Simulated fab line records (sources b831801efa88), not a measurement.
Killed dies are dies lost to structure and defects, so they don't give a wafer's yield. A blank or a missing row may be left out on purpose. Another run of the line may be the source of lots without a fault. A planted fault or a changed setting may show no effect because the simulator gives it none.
Chamber matching :: flow gf180mcu :: 3 sister chambers for GF_STI_ETCH_13 on rieDiel-03
The step etches the open film in CHF3/O2, stops on Si, target depth 282.31 nm, time 112.9 s. 6 wafers are shown with their chamber, then 8 later ones without.

== WAFERS WITH THEIR CHAMBER ==
wafer: L085.6
chamber: 3
drypumpMotorCurrentA (A): 5.6
chf3FlowSccm (sccm): 50.08

wafer: L088.2
chamber: 3
drypumpMotorCurrentA (A): 5.5
chf3FlowSccm (sccm): 50.01

wafer: L088.4
chamber: 0
drypumpMotorCurrentA (A): 6.4
chf3FlowSccm (sccm): 50.26

wafer: L089.2
chamber: 0
drypumpMotorCurrentA (A): 6.5
chf3FlowSccm (sccm): 49.78

wafer: L089.3
chamber: 1
drypumpMotorCurrentA (A): 5.8
chf3FlowSccm (sccm): 50.16

wafer: L089.4
chamber: 1
drypumpMotorCurrentA (A): 5.7
chf3FlowSccm (sccm): 49.95

== WAFERS WITH NO CHAMBER GIVEN ==
wafer: L090.3
drypumpMotorCurrentA (A): 6.4
chf3FlowSccm (sccm): 49.82

wafer: L090.4
drypumpMotorCurrentA (A): 6.4
chf3FlowSccm (sccm): 49.85

wafer: L090.5
drypumpMotorCurrentA (A): 5.8
chf3FlowSccm (sccm): 50.20

wafer: L093.2
drypumpMotorCurrentA (A): 5.7
chf3FlowSccm (sccm): 49.92

wafer: L093.6
drypumpMotorCurrentA (A): 5.7
chf3FlowSccm (sccm): 50.06

wafer: L097.1
drypumpMotorCurrentA (A): 6.4
chf3FlowSccm (sccm): 49.87

wafer: L097.2
drypumpMotorCurrentA (A): 5.7
chf3FlowSccm (sccm): 49.86

wafer: L097.4
drypumpMotorCurrentA (A): 6.4
chf3FlowSccm (sccm): 49.73

== WHICH CHAMBER EACH WENT THROUGH ==
wafer: L090.3
from the rows above: 0
in truth: 0

wafer: L090.4
from the rows above: 0
in truth: 0

wafer: L090.5
from the rows above: 1
in truth: 1

wafer: L093.2
from the rows above: can't be placed: 1 or 3
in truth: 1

wafer: L093.6
from the rows above: can't be placed: 1 or 3
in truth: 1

wafer: L097.1
from the rows above: 0
in truth: 0

wafer: L097.2
from the rows above: can't be placed: 1 or 3
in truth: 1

wafer: L097.4
from the rows above: 0
in truth: 0
Correct placement for 5 of the 8. Can't be placed from these rows: 3 (the true chamber is among the candidates in 3). Wrongly placed: 0.
How it was worked out, from the rows above alone: a wafer's distance from a chamber is the root of the sum, over the readings, of the square of ((its reading less the chamber's mean) divided by the reading's scatter). The wafer belongs to the nearest chamber; if the next one is less than 2 further off, it can't be placed. For every chamber, the mean is computed from those of its wafers that are shown. The scatter is the square root of a quotient: the sum, over the shown wafers, of each reading's squared deviation from its chamber's mean, divided by wafers minus chambers.
